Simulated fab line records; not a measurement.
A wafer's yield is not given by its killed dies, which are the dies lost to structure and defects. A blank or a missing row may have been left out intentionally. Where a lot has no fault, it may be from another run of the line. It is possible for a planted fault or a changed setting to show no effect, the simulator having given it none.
fab line records ; flow sky130
[record] lots = 24; wafers = 72; last_day = 51
route steps=708 shown CAPM@549 METAL3@563 VIA3@576 METAL4@634 VIA4@656
lots with no fault: from the same line, run without faults
start_h: start of the lot's first displayed wafer, in hours after the record's first day ; wait_h: hours since the lot's step before ; " unchanged from the row above ; L1.1+2: several wafers, shown together as one row ; - no value, or no start was given ; * or withheld: withheld ; < > ~ a bound
route shown NAME@n: NAME is a module with steps in the file, n the number in the route of the first one ; usual: mean/standard deviation taken from wafers without a fault ; same: alike in all rows ; chamber/n: place in a boat ; sites: readings site by site ; _std_site: standard deviation across them ; _edge_site: outer sites' mean less inner sites' ; radius_mm: how far each site lies from the wafer's centre ; mask NAME#n: copy n ; behind: the last tool/chamber to shape the wafer ; hold: reason for holding the lot/hours on hold/outcome of the hold ; device: the n, p or np transistor that did not switch ; end of line: the tests these same wafers got at the end of their route ; step lacking rows: just its recipe ; killed: at the first sort, the dies lost to defects and structure; wafer yield is something else ; map: the dies of a wafer, with x for killed, . for not killed, _ for no die there
set.NAME: setting as actually run; set.NAME@STEP: the setting as run at that earlier step ; model.NAME: the simulator's own value behind a step, which no gauge read
the route's steps for a sample of lots (tables are steps, rows are wafers)
services: when a tool's chamber went out of use (start_h, in hours from the record's first day, below 0 if earlier), for how many hours, and the reason
[[steps]]
[step SKY_CAPM_OVL_MEAS_12]
[usual] CAPM_OVL = 0.2/1.4
lot.wafer;tool;chamber;start_h;wait_h;CAPM_OVL[nm]
L074.1;overlay-01;-;914.86;0.1;0.1
L074.2;overlay-01;-;914.86;0.1;-0.5
L074.3;overlay-01;-;914.86;0.1;0.7
L075.1;overlay-02;-;923.64;0.1;-0.4
L075.3;overlay-02;-;923.64;0.1;1.4
L075.4;overlay-02;-;923.64;0.1;0.4
L076.1;overlay-02;-;925.45;0.1;1.5
L076.2;overlay-02;-;925.45;0.1;0.7
L076.4;overlay-02;-;925.45;0.1;2.1
L077.1;overlay-01;-;950.14;0.1;-0.4
L077.2;overlay-01;-;950.14;0.1;-0.1
L077.5;overlay-01;-;950.14;0.1;0.0
L078.4;overlay-02;-;953.42;0.1;0.5
L078.5;overlay-02;-;953.42;0.1;-2.1
L078.6;overlay-02;-;953.42;0.1;0.3
L079.2;overlay-02;-;956.11;0.1;0.1
L079.3;overlay-02;-;956.11;0.1;4.0
L079.6;overlay-02;-;956.11;0.1;1.8
L080.1;overlay-01;-;959.75;0.1;1.0
L080.2;overlay-01;-;959.75;0.1;0.7
L080.6;overlay-01;-;959.75;0.1;-0.1
L081.2;overlay-02;-;971.94;0.1;1.4
L081.3;overlay-02;-;971.94;0.1;-2.3
L081.5;overlay-02;-;971.94;0.1;-3.5
L082.1;overlay-02;-;979.46;0.1;2.5
L082.3;overlay-02;-;979.46;0.1;1.6
L082.6;overlay-02;-;979.46;0.1;2.0
L083.2;overlay-02;-;982.86;0.1;0.1
L083.4;overlay-02;-;982.86;0.1;0.6
L083.6;overlay-02;-;982.86;0.1;0.7
L084.1;overlay-02;-;991.94;0.1;-1.1
L084.2;overlay-02;-;991.94;0.1;-0.7
L084.5;overlay-02;-;991.94;0.1;-3.0
L085.2;overlay-01;-;1002.89;0.1;0.0
L085.4;overlay-01;-;1002.89;0.1;-2.4
L085.5;overlay-01;-;1002.89;0.1;-1.2
L086.2;overlay-01;-;1009.61;0.1;-1.0
L086.3;overlay-01;-;1009.61;0.1;1.6
L086.6;overlay-01;-;1009.61;0.1;-1.3
L088.3;overlay-01;-;1014.01;0.1;0.1
L088.4;overlay-01;-;1014.01;0.1;-2.3
L088.6;overlay-01;-;1014.01;0.1;-0.5
L087.3;overlay-02;-;1016.41;0.1;1.9
L087.4;overlay-02;-;1016.41;0.1;1.2
L087.6;overlay-02;-;1016.41;0.1;1.7
L089.1;overlay-02;-;1019.49;0.1;-1.2
L089.5;overlay-02;-;1019.49;0.1;-2.1
L089.6;overlay-02;-;1019.49;0.1;0.1
L090.1;overlay-02;-;1029.81;0.1;1.7
L090.4;overlay-02;-;1029.81;0.1;1.5
L090.5;overlay-02;-;1029.81;0.1;0.0
L091.2;overlay-02;-;1032.04;0.1;1.6
L091.3;overlay-02;-;1032.04;0.1;1.1
L091.6;overlay-02;-;1032.04;0.1;-0.4
L092.1;overlay-02;-;1036.94;0.1;-2.9
L092.3;overlay-02;-;1036.94;0.1;-2.6
L092.4;overlay-02;-;1036.94;0.1;-1.9
L093.2;overlay-02;-;1042.56;0.1;-1.0
L093.3;overlay-02;-;1042.56;0.1;1.2
L093.4;overlay-02;-;1042.56;0.1;-0.9
L094.1;overlay-01;-;1047.76;0.1;1.2
L094.2;overlay-01;-;1047.76;0.1;1.1
L094.6;overlay-01;-;1047.76;0.1;0.7
L095.1;overlay-02;-;1057.51;0.1;-1.1
L095.2;overlay-02;-;1057.51;0.1;-0.6
L095.4;overlay-02;-;1057.51;0.1;-0.7
L096.2;overlay-01;-;1062.74;0.1;1.3
L096.3;overlay-01;-;1062.74;0.1;0.0
L096.6;overlay-01;-;1062.74;0.1;0.1
L097.1;overlay-02;-;1066.99;0.1;-1.4
L097.2;overlay-02;-;1066.99;0.1;-1.2
L097.3;overlay-02;-;1066.99;0.1;0.6
[step SKY_METAL3_CD_MEAS_13]
[recipe] target_cd_nm = 300
[usual] cd_nm = 300.3/1.5
lot.wafer;tool;chamber;start_h;wait_h;cd_nm
L074.1;cd_sem-01;-;940.79;-;302.7
L074.2;cd_sem-01;-;940.79;-;303.8
L074.3;cd_sem-01;-;940.79;-;303.8
L075.1;cd_sem-02;-;949.84;-;302.5
L075.3;cd_sem-02;-;949.84;-;302.3
L075.4;cd_sem-02;-;949.84;-;300.9
L076.1;cd_sem-02;-;951.71;-;300.0
L076.2;cd_sem-02;-;951.71;-;299.3
L076.4;cd_sem-02;-;951.71;-;299.6
L077.1;cd_sem-01;-;976.69;-;301.4
L077.2;cd_sem-01;-;976.69;-;301.1
L077.5;cd_sem-01;-;976.69;-;300.4
L078.4;cd_sem-01;-;979.33;-;300.7
L078.5;cd_sem-01;-;979.33;-;300.5
L078.6;cd_sem-01;-;979.33;-;300.0
L079.2;cd_sem-01;-;981.93;-;301.4
L079.3;cd_sem-01;-;981.93;-;300.8
L079.6;cd_sem-01;-;981.93;-;300.7
L080.1;cd_sem-02;-;985.61;-;300.9
L080.2;cd_sem-02;-;985.61;-;300.9
L080.6;cd_sem-02;-;985.61;-;300.9
L081.2;cd_sem-01;-;997.83;-;296.5
L081.3;cd_sem-01;-;997.83;-;296.4
L081.5;cd_sem-01;-;997.83;-;297.6
L082.1;cd_sem-02;-;1004.80;-;300.8
L082.3;cd_sem-02;-;1004.80;-;299.8
L082.6;cd_sem-02;-;1004.80;-;300.0
L083.2;cd_sem-01;-;1008.73;-;304.2
L083.4;cd_sem-01;-;1008.73;-;303.5
L083.6;cd_sem-01;-;1008.73;-;301.7
L084.1;cd_sem-02;-;1016.64;-;299.5
L084.2;cd_sem-02;-;1016.64;-;299.9
L084.5;cd_sem-02;-;1016.64;-;300.2
L085.2;cd_sem-01;-;1028.23;-;299.6
L085.4;cd_sem-01;-;1028.23;-;298.8
L085.5;cd_sem-01;-;1028.23;-;298.9
L086.2;cd_sem-02;-;1034.27;-;300.6
L086.3;cd_sem-02;-;1034.27;-;300.4
L086.6;cd_sem-02;-;1034.27;-;301.2
L088.3;cd_sem-02;-;1038.14;-;302.8
L088.4;cd_sem-02;-;1038.14;-;301.8
L088.6;cd_sem-02;-;1038.14;-;301.3
L087.3;cd_sem-02;-;1040.95;-;300.3
L087.4;cd_sem-02;-;1040.95;-;299.2
L087.6;cd_sem-02;-;1040.95;-;299.9
L089.1;cd_sem-01;-;1043.10;-;301.1
L089.5;cd_sem-01;-;1043.10;-;299.4
L089.6;cd_sem-01;-;1043.10;-;301.1
L090.1;cd_sem-02;-;1053.81;-;299.0
L090.4;cd_sem-02;-;1053.81;-;299.9
L090.5;cd_sem-02;-;1053.81;-;300.2
L091.2;cd_sem-02;-;1055.68;-;298.4
L091.3;cd_sem-02;-;1055.68;-;299.1
L091.6;cd_sem-02;-;1055.68;-;300.0
L092.1;cd_sem-01;-;1061.05;-;299.9
L092.3;cd_sem-01;-;1061.05;-;299.7
L092.4;cd_sem-01;-;1061.05;-;301.9
L093.2;cd_sem-01;-;1065.31;-;299.0
L093.3;cd_sem-01;-;1065.31;-;297.1
L093.4;cd_sem-01;-;1065.31;-;299.8
L094.1;cd_sem-02;-;1071.70;-;301.5
L094.2;cd_sem-02;-;1071.70;-;300.2
L094.6;cd_sem-02;-;1071.70;-;299.0
L095.1;cd_sem-02;-;1081.36;-;299.6
L095.2;cd_sem-02;-;1081.36;-;299.9
L095.4;cd_sem-02;-;1081.36;-;299.8
L096.2;cd_sem-02;-;1085.33;-;297.7
L096.3;cd_sem-02;-;1085.33;-;297.8
L096.6;cd_sem-02;-;1085.33;-;298.1
L097.1;cd_sem-02;-;1090.40;-;302.5
L097.2;cd_sem-02;-;1090.40;-;302.3
L097.3;cd_sem-02;-;1090.40;-;300.7
[step SKY_VIA3_BOW_MEAS_03]
[recipe] mode = bow
[usual] VIA3_BOW = 78/7.7
lot.wafer;tool;chamber;start_h;wait_h;VIA3_BOW[um]
L074.1;film_metro-04;-;942.48;0.2;81
L074.2;film_metro-04;-;942.48;0.2;77
L074.3;film_metro-04;-;942.48;0.2;76
L075.1;film_metro-03;-;951.44;0.2;73
L075.3;film_metro-03;-;951.44;0.2;75
L075.4;film_metro-03;-;951.44;0.2;84
L076.1;film_metro-03;-;953.45;0.2;84
L076.2;film_metro-03;-;953.45;0.2;72
L076.4;film_metro-03;-;953.45;0.2;74
L077.1;film_metro-04;-;978.42;0.3;69
L077.2;film_metro-04;-;978.42;0.3;73
L077.5;film_metro-04;-;978.42;0.3;74
L078.4;film_metro-04;-;981.06;0.2;79
L078.5;film_metro-04;-;981.06;0.2;70
L078.6;film_metro-04;-;981.06;0.2;77
L079.2;film_metro-04;-;983.61;0.1;76
L079.3;film_metro-04;-;983.61;0.1;77
L079.6;film_metro-04;-;983.61;0.1;71
L080.1;film_metro-03;-;987.21;0.2;80
L080.2;film_metro-03;-;987.21;0.2;84
L080.6;film_metro-03;-;987.21;0.2;90
L081.2;film_metro-04;-;999.55;0.2;90
L081.3;film_metro-04;-;999.55;0.2;99
L081.5;film_metro-04;-;999.55;0.2;99
L082.1;film_metro-04;-;1006.53;0.2;72
L082.3;film_metro-04;-;1006.53;0.2;78
L082.6;film_metro-04;-;1006.53;0.2;75
L083.2;film_metro-04;-;1010.36;0.2;79
L083.4;film_metro-04;-;1010.36;0.2;85
L083.6;film_metro-04;-;1010.36;0.2;83
L084.1;film_metro-03;-;1018.35;0.1;62
L084.2;film_metro-03;-;1018.35;0.1;73
L084.5;film_metro-03;-;1018.35;0.1;69
L085.2;film_metro-04;-;1029.92;0.2;75
L085.4;film_metro-04;-;1029.92;0.2;83
L085.5;film_metro-04;-;1029.92;0.2;83
L086.2;film_metro-04;-;1035.93;0.3;94
L086.3;film_metro-04;-;1035.93;0.3;86
L086.6;film_metro-04;-;1035.93;0.3;89
L088.3;film_metro-01;-;1039.77;0.1;82
L088.4;film_metro-01;-;1039.77;0.1;75
L088.6;film_metro-01;-;1039.77;0.1;78
L087.3;film_metro-04;-;1042.58;0.2;83
L087.4;film_metro-04;-;1042.58;0.2;74
L087.6;film_metro-04;-;1042.58;0.2;73
L089.1;film_metro-04;-;1044.74;0.2;78
L089.5;film_metro-04;-;1044.74;0.2;79
L089.6;film_metro-04;-;1044.74;0.2;72
L090.1;film_metro-01;-;1055.63;0.2;66
L090.4;film_metro-01;-;1055.63;0.2;71
L090.5;film_metro-01;-;1055.63;0.2;75
L091.2;film_metro-04;-;1057.28;0.3;88
L091.3;film_metro-04;-;1057.28;0.3;82
L091.6;film_metro-04;-;1057.28;0.3;84
L092.1;film_metro-01;-;1062.82;0.2;77
L092.3;film_metro-01;-;1062.82;0.2;73
L092.4;film_metro-01;-;1062.82;0.2;77
L093.2;film_metro-04;-;1067.00;0.2;77
L093.3;film_metro-04;-;1067.00;0.2;84
L093.4;film_metro-04;-;1067.00;0.2;91
L094.1;film_metro-01;-;1073.59;0.1;83
L094.2;film_metro-01;-;1073.59;0.1;81
L094.6;film_metro-01;-;1073.59;0.1;81
L095.1;film_metro-04;-;1082.96;0.1;71
L095.2;film_metro-04;-;1082.96;0.1;76
L095.4;film_metro-04;-;1082.96;0.1;70
L096.2;film_metro-04;-;1087.23;0.3;67
L096.3;film_metro-04;-;1087.23;0.3;83
L096.6;film_metro-04;-;1087.23;0.3;80
L097.1;film_metro-01;-;1092.01;0.2;71
L097.2;film_metro-01;-;1092.01;0.2;75
L097.3;film_metro-01;-;1092.01;0.2;71
[step SKY_VIA3_CD_MEAS_12]
[recipe] target_cd_nm = 200
[usual] cd_nm = 199.7/1.5
lot.wafer;tool;chamber;start_h;wait_h;cd_nm
L074.1;cd_sem-02;-;967.79;-;200.4
L074.2;cd_sem-02;-;967.79;-;200.3
L074.3;cd_sem-02;-;967.79;-;199.4
L075.1;cd_sem-01;-;977.00;-;200.9
L075.3;cd_sem-01;-;977.00;-;201.8
L075.4;cd_sem-01;-;977.00;-;200.4
L076.1;cd_sem-01;-;979.15;-;197.7
L076.2;cd_sem-01;-;979.15;-;198.1
L076.4;cd_sem-01;-;979.15;-;197.4
L077.1;cd_sem-01;-;1003.24;-;199.3
L077.2;cd_sem-01;-;1003.24;-;198.0
L077.5;cd_sem-01;-;1003.24;-;198.4
L078.4;cd_sem-01;-;1005.71;-;199.8
L078.5;cd_sem-01;-;1005.71;-;199.7
L078.6;cd_sem-01;-;1005.71;-;197.6
L079.2;cd_sem-02;-;1008.84;-;198.9
L079.3;cd_sem-02;-;1008.84;-;199.4
L079.6;cd_sem-02;-;1008.84;-;197.8
L080.1;cd_sem-01;-;1011.65;-;201.4
L080.2;cd_sem-01;-;1011.65;-;202.3
L080.6;cd_sem-01;-;1011.65;-;201.2
L081.2;cd_sem-02;-;1023.77;-;198.1
L081.3;cd_sem-02;-;1023.77;-;198.8
L081.5;cd_sem-02;-;1023.77;-;199.7
L082.1;cd_sem-01;-;1031.55;-;198.7
L082.3;cd_sem-01;-;1031.55;-;198.9
L082.6;cd_sem-01;-;1031.55;-;197.8
L083.2;cd_sem-02;-;1034.62;-;195.9
L083.4;cd_sem-02;-;1034.62;-;194.6
L083.6;cd_sem-02;-;1034.62;-;195.8
L084.1;cd_sem-01;-;1042.25;-;200.4
L084.2;cd_sem-01;-;1042.25;-;200.3
L084.5;cd_sem-01;-;1042.25;-;201.4
L085.2;cd_sem-02;-;1053.32;-;201.5
L085.4;cd_sem-02;-;1053.32;-;202.3
L085.5;cd_sem-02;-;1053.32;-;200.2
L086.2;cd_sem-01;-;1059.57;-;197.2
L086.3;cd_sem-01;-;1059.57;-;198.4
L086.6;cd_sem-01;-;1059.57;-;197.7
L088.3;cd_sem-01;-;1063.04;-;199.5
L088.4;cd_sem-01;-;1063.04;-;200.5
L088.6;cd_sem-01;-;1063.04;-;199.3
L087.3;cd_sem-01;-;1064.54;-;200.9
L087.4;cd_sem-01;-;1064.54;-;201.0
L087.6;cd_sem-01;-;1064.54;-;200.6
L089.1;cd_sem-01;-;1067.85;-;200.9
L089.5;cd_sem-01;-;1067.85;-;200.1
L089.6;cd_sem-01;-;1067.85;-;201.7
L090.1;cd_sem-01;-;1078.30;-;197.8
L090.4;cd_sem-01;-;1078.30;-;199.5
L090.5;cd_sem-01;-;1078.30;-;199.9
L091.2;cd_sem-02;-;1079.77;-;199.2
L091.3;cd_sem-02;-;1079.77;-;199.6
L091.6;cd_sem-02;-;1079.77;-;199.8
L092.1;cd_sem-01;-;1085.39;-;199.9
L092.3;cd_sem-01;-;1085.39;-;201.7
L092.4;cd_sem-01;-;1085.39;-;201.0
L093.2;cd_sem-02;-;1089.22;-;200.9
L093.3;cd_sem-02;-;1089.22;-;200.2
L093.4;cd_sem-02;-;1089.22;-;199.7
L094.1;cd_sem-01;-;1096.55;-;199.3
L094.2;cd_sem-01;-;1096.55;-;199.0
L094.6;cd_sem-01;-;1096.55;-;200.4
L095.1;cd_sem-02;-;1104.95;-;199.5
L095.2;cd_sem-02;-;1104.95;-;200.7
L095.4;cd_sem-02;-;1104.95;-;200.2
L096.2;cd_sem-02;-;1108.42;-;201.2
L096.3;cd_sem-02;-;1108.42;-;200.2
L096.6;cd_sem-02;-;1108.42;-;200.2
L097.1;cd_sem-01;-;1113.20;-;201.1
L097.2;cd_sem-01;-;1113.20;-;200.9
L097.3;cd_sem-01;-;1113.20;-;199.6
[step SKY_METAL4_METAL_ETCH_18]
[recipe] target_depth_a = 8450; stop_on = SiO2; over_etch_frac = 0.3; time_s = 183.1; chemistry = Cl2/BCl3; resist_sidewall_deg = 88; pressure_mtorr = 10; icp_w = 900; bias_w = 48.5; Cl2_flow_sccm = 60; bcl3_flow_sccm = 30
[usual] drypump_motor_current_A = 5.7/0.39; mfc_cl2_sccm = 59.99/0.18; oes_product_au = 0.866/0.0066; throttle_valve_pct = 22.265/0.0092
[same] over_etch_frac = 0.3
lot.wafer;tool;chamber;start_h;wait_h;drypump_motor_current_A;mfc_cl2_sccm;oes_product_au;rf_hours_counter_h;throttle_valve_pct
L074.1;rie_metal-03;0;1019.55;0.0;5.5;59.85;0.872;15;22.251
L074.2;rie_metal-03;1;1019.55;0.0;6.3;60.36;0.861;3;22.266
L074.3;rie_metal-03;0;1019.55;0.0;5.5;59.75;0.868;-;22.276
L075.1;rie_metal-01;1;1028.86;0.0;5.1;59.87;0.873;24;22.268
L075.3;rie_metal-01;1;1028.86;0.0;5.1;60.24;0.877;-;22.265
L075.4;rie_metal-01;0;1028.86;0.0;5.8;59.89;0.868;-;22.268
L076.1;rie_metal-03;0;1031.14;0.0;5.5;59.93;0.865;15;22.266
L076.2;rie_metal-03;1;1031.14;0.0;6.3;60.15;0.851;4;22.249
L076.4;rie_metal-03;0;1031.14;0.0;5.5;60.13;0.875;-;22.271
L077.1;rie_metal-03;1;1052.76;0.0;6.3;60.00;0.859;5;22.267
L077.2;rie_metal-03;0;1052.76;0.0;5.5;60.11;0.876;17;22.272
L077.5;rie_metal-03;1;1052.76;0.0;6.3;60.00;0.859;-;22.271
L078.4;rie_metal-03;1;1055.78;0.1;6.3;59.88;0.865;-;22.266
L078.5;rie_metal-03;0;1055.78;0.1;5.5;59.99;0.867;-;22.274
L078.6;rie_metal-03;1;1055.78;0.1;6.4;59.78;0.861;-;22.276
L079.2;rie_metal-03;1;1059.04;0.0;6.4;60.01;0.877;6;22.265
L079.3;rie_metal-03;0;1059.04;0.0;5.5;59.85;0.875;-;22.244
L079.6;rie_metal-03;1;1059.04;0.0;6.4;59.89;0.869;-;22.283
L080.1;rie_metal-01;0;1062.36;0.0;5.9;60.15;0.871;12;22.270
L080.2;rie_metal-01;1;1062.36;0.0;5.1;60.09;0.872;0;22.254
L080.6;rie_metal-01;0;1062.36;0.0;5.9;60.01;0.864;-;22.273
L081.2;rie_metal-04;1;1073.74;0.0;5.9;60.07;0.874;13;22.263
L081.3;rie_metal-04;0;1073.74;0.0;5.6;60.14;0.854;-;22.263
L081.5;rie_metal-04;1;1073.74;0.0;5.9;60.23;0.870;-;22.270
L082.1;rie_metal-04;1;1080.31;0.0;5.9;60.28;0.876;13;22.278
L082.3;rie_metal-04;0;1080.31;0.0;5.6;60.04;0.874;-;22.277
L082.6;rie_metal-04;0;1080.31;0.0;5.6;59.65;0.870;-;22.278
L083.2;rie_metal-04;1;1083.41;0.0;5.8;60.23;0.869;13;22.261
L083.4;rie_metal-04;1;1083.41;0.0;5.9;59.86;0.867;-;22.264
L083.6;rie_metal-04;0;1083.41;0.0;5.5;60.07;0.867;-;22.270
L084.1;rie_metal-01;0;1089.84;0.0;5.9;60.19;0.856;14;22.256
L084.2;rie_metal-01;1;1089.84;0.0;5.1;59.95;0.865;2;22.262
L084.5;rie_metal-01;1;1089.84;0.0;5.1;60.07;0.872;-;22.279
L085.2;rie_metal-04;0;1099.86;0.0;5.5;59.96;0.867;11;22.267
L085.4;rie_metal-04;0;1099.86;0.0;5.5;59.85;0.872;-;22.253
L085.5;rie_metal-04;1;1099.86;0.0;5.9;60.16;0.877;-;22.261
L086.2;rie_metal-04;1;1106.51;0.0;5.9;59.86;0.862;15;22.275
L086.3;rie_metal-04;1;1106.51;0.0;5.9;59.98;0.860;-;22.271
L086.6;rie_metal-04;1;1106.51;0.0;5.9;60.02;0.854;-;22.268
L088.3;rie_metal-01;0;1110.32;0.1;5.8;60.13;0.861;-;22.258
L088.4;rie_metal-01;1;1110.32;0.1;5.1;59.96;0.868;-;22.299
L088.6;rie_metal-01;1;1110.32;0.1;5.1;60.09;0.863;-;22.256
L087.3;rie_metal-01;1;1110.97;0.1;5.1;60.06;0.862;-;22.265
L087.4;rie_metal-01;0;1110.97;0.1;5.8;60.10;0.850;-;22.261
L087.6;rie_metal-01;0;1110.97;0.1;5.8;60.13;0.857;-;22.257
L089.1;rie_metal-01;1;1114.06;0.0;5.1;59.74;0.866;4;22.262
L089.5;rie_metal-01;0;1114.06;0.0;5.8;60.13;0.861;-;22.268
L089.6;rie_metal-01;1;1114.06;0.0;5.1;59.61;0.857;-;22.267
L090.1;rie_metal-03;1;1124.19;0.0;6.3;59.84;0.873;10;22.241
L090.4;rie_metal-03;0;1124.19;0.0;5.5;59.77;0.872;-;22.251
L090.5;rie_metal-03;0;1124.19;0.0;5.5;60.14;0.874;-;22.249
L091.2;rie_metal-03;1;1125.66;0.0;6.3;59.57;0.862;10;22.270
L091.3;rie_metal-03;1;1125.66;0.0;6.4;59.65;0.862;-;22.260
L091.6;rie_metal-03;0;1125.66;0.0;5.5;60.10;0.861;-;22.260
L092.1;rie_metal-04;0;1130.84;0.0;5.5;59.98;0.870;13;22.252
L092.3;rie_metal-04;0;1130.84;0.0;5.5;59.72;0.868;-;22.264
L092.4;rie_metal-04;1;1130.84;0.0;5.8;60.14;0.873;-;22.263
L093.2;rie_metal-03;1;1133.76;0.0;6.3;60.02;0.859;11;22.262
L093.3;rie_metal-03;1;1133.76;0.0;6.3;59.79;0.862;-;22.285
L093.4;rie_metal-03;0;1133.76;0.0;5.5;60.50;0.853;-;22.254
L094.1;rie_metal-03;1;1140.69;0.0;6.3;59.82;0.883;11;22.277
L094.2;rie_metal-03;0;1140.69;0.0;5.5;59.97;0.856;23;22.256
L094.6;rie_metal-03;0;1140.69;0.0;5.5;60.24;0.863;-;22.263
L095.1;rie_metal-03;0;1149.46;0.0;5.5;59.85;0.866;24;22.267
L095.2;rie_metal-03;1;1149.46;0.0;6.3;60.06;0.860;12;22.266
L095.4;rie_metal-03;0;1149.46;0.0;5.5;59.81;0.858;-;22.264
L096.2;rie_metal-04;1;1153.01;0.0;5.8;59.82;0.868;19;22.265
L096.3;rie_metal-04;0;1153.01;0.0;5.6;59.99;0.859;-;22.266
L096.6;rie_metal-04;0;1153.01;0.0;5.6;59.95;0.867;-;22.265
L097.1;rie_metal-04;1;1157.01;0.0;5.8;59.79;0.868;20;22.269
L097.2;rie_metal-04;0;1157.01;0.0;5.6;60.05;0.868;16;22.271
L097.3;rie_metal-04;0;1157.01;0.0;5.6;60.14;0.864;-;22.259
[step SKY_VIA4_SPUTTER_17]
[recipe] material = TiN; target_thk_nm = 20; chamber_pressure_pa = 5; power_w = 4000; time_s = 80
[usual] throttle_valve_pct = 30.4/0.97
lot.wafer;tool;chamber;start_h;wait_h;throttle_valve_pct
L074.1;pvd_sputter-02;-;1044.41;0.0;30.0
L074.2;pvd_sputter-02;-;1044.41;0.0;30.9
L074.3;pvd_sputter-02;-;1044.41;0.0;32.0
L075.1;pvd_sputter-04;-;1054.25;0.0;30.8
L075.3;pvd_sputter-04;-;1054.25;0.0;30.7
L075.4;pvd_sputter-04;-;1054.25;0.0;31.1
L076.1;pvd_sputter-02;-;1056.03;0.0;30.1
L076.2;pvd_sputter-02;-;1056.03;0.0;32.0
L076.4;pvd_sputter-02;-;1056.03;0.0;31.0
L077.1;pvd_sputter-02;-;1077.07;0.0;29.9
L077.2;pvd_sputter-02;-;1077.07;0.0;30.0
L077.5;pvd_sputter-02;-;1077.07;0.0;30.2
L078.4;pvd_sputter-02;-;1081.00;0.0;30.3
L078.5;pvd_sputter-02;-;1081.00;0.0;30.2
L078.6;pvd_sputter-02;-;1081.00;0.0;30.1
L079.2;pvd_sputter-01;-;1083.85;0.0;30.2
L079.3;pvd_sputter-01;-;1083.85;0.0;28.0
L079.6;pvd_sputter-01;-;1083.85;0.0;31.1
L080.1;pvd_sputter-01;-;1086.91;0.0;29.9
L080.2;pvd_sputter-01;-;1086.91;0.0;30.0
L080.6;pvd_sputter-01;-;1086.91;0.0;30.0
L081.2;pvd_sputter-02;-;1097.89;0.0;30.1
L081.3;pvd_sputter-02;-;1097.89;0.0;29.8
L081.5;pvd_sputter-02;-;1097.89;0.0;29.6
L082.1;pvd_sputter-02;-;1103.66;0.0;32.2
L082.3;pvd_sputter-02;-;1103.66;0.0;30.1
L082.6;pvd_sputter-02;-;1103.66;0.0;32.0
L083.2;pvd_sputter-02;-;1107.84;0.0;30.3
L083.4;pvd_sputter-02;-;1107.84;0.0;30.9
L083.6;pvd_sputter-02;-;1107.84;0.0;30.6
L084.1;pvd_sputter-01;-;1112.41;0.0;28.0
L084.2;pvd_sputter-01;-;1112.41;0.0;31.3
L084.5;pvd_sputter-01;-;1112.41;0.0;27.9
L085.2;pvd_sputter-01;-;1122.50;0.0;27.8
L085.4;pvd_sputter-01;-;1122.50;0.0;31.3
L085.5;pvd_sputter-01;-;1122.50;0.0;30.0
L086.2;pvd_sputter-04;-;1129.82;0.0;30.6
L086.3;pvd_sputter-04;-;1129.82;0.0;30.4
L086.6;pvd_sputter-04;-;1129.82;0.0;30.4
L088.3;pvd_sputter-01;-;1132.93;0.0;29.8
L088.4;pvd_sputter-01;-;1132.93;0.0;27.7
L088.6;pvd_sputter-01;-;1132.93;0.0;29.8
L087.3;pvd_sputter-04;-;1133.81;0.0;30.5
L087.4;pvd_sputter-04;-;1133.81;0.0;30.5
L087.6;pvd_sputter-04;-;1133.81;0.0;31.1
L089.1;pvd_sputter-02;-;1136.23;0.0;30.0
L089.5;pvd_sputter-02;-;1136.23;0.0;30.8
L089.6;pvd_sputter-02;-;1136.23;0.0;32.0
L090.1;pvd_sputter-02;-;1146.06;0.0;32.0
L090.4;pvd_sputter-02;-;1146.06;0.0;30.0
L090.5;pvd_sputter-02;-;1146.06;0.0;30.5
L091.2;pvd_sputter-02;-;1148.46;0.0;30.0
L091.3;pvd_sputter-02;-;1148.46;0.0;30.8
L091.6;pvd_sputter-02;-;1148.46;0.0;31.8
L092.1;pvd_sputter-02;-;1153.36;0.0;31.9
L092.3;pvd_sputter-02;-;1153.36;0.0;29.8
L092.4;pvd_sputter-02;-;1153.36;0.0;30.4
L093.2;pvd_sputter-04;-;1156.35;0.0;31.0
L093.3;pvd_sputter-04;-;1156.35;0.0;30.7
L093.4;pvd_sputter-04;-;1156.35;0.0;30.6
L094.1;pvd_sputter-01;-;1162.56;0.0;27.6
L094.2;pvd_sputter-01;-;1162.56;0.0;29.8
L094.6;pvd_sputter-01;-;1162.56;0.0;29.6
L095.1;pvd_sputter-01;-;1171.26;0.0;30.7
L095.2;pvd_sputter-01;-;1171.26;0.0;30.4
L095.4;pvd_sputter-01;-;1171.26;0.0;29.8
L096.2;pvd_sputter-04;-;1174.02;0.0;31.2
L096.3;pvd_sputter-04;-;1174.02;0.0;30.3
L096.6;pvd_sputter-04;-;1174.02;0.0;30.7
L097.1;pvd_sputter-01;-;1177.76;0.0;27.8
L097.2;pvd_sputter-01;-;1177.76;0.0;30.1
L097.3;pvd_sputter-01;-;1177.76;0.0;31.2
[[services]]
tool;chamber;start_h;hours;kind
rie_metal-01;-;1006.51;2.8;pm
pvd_sputter-01;-;1022.04;2.3;repair
rie_metal-01;1;1041.61;-;clean
rie_metal-01;1;1041.61;19.9;scheduled_down
rie_metal-01;1;1041.61;19.9;vent_cycle
pvd_sputter-02;2;1083.89;-;consumable_replace:kit
pvd_sputter-02;2;1083.89;18.0;scheduled_down
pvd_sputter-02;2;1083.89;18.0;vent_cycle
pvd_sputter-01;3;1084.71;-;consumable_replace:kit
pvd_sputter-01;3;1084.71;18.0;scheduled_down
pvd_sputter-01;3;1084.71;18.0;vent_cycle
pvd_sputter-01;-;1090.70;10.6;repair
pvd_sputter-02;-;1120.94;3.7;repair
pvd_sputter-04;3;1137.09;-;consumable_replace:kit
pvd_sputter-04;3;1137.09;18.0;scheduled_down
pvd_sputter-04;3;1137.09;18.0;vent_cycle
rie_metal-03;1;1161.78;18.1;repair
rie_metal-03;-;1164.56;1.4;pm
[[key]]
fault none
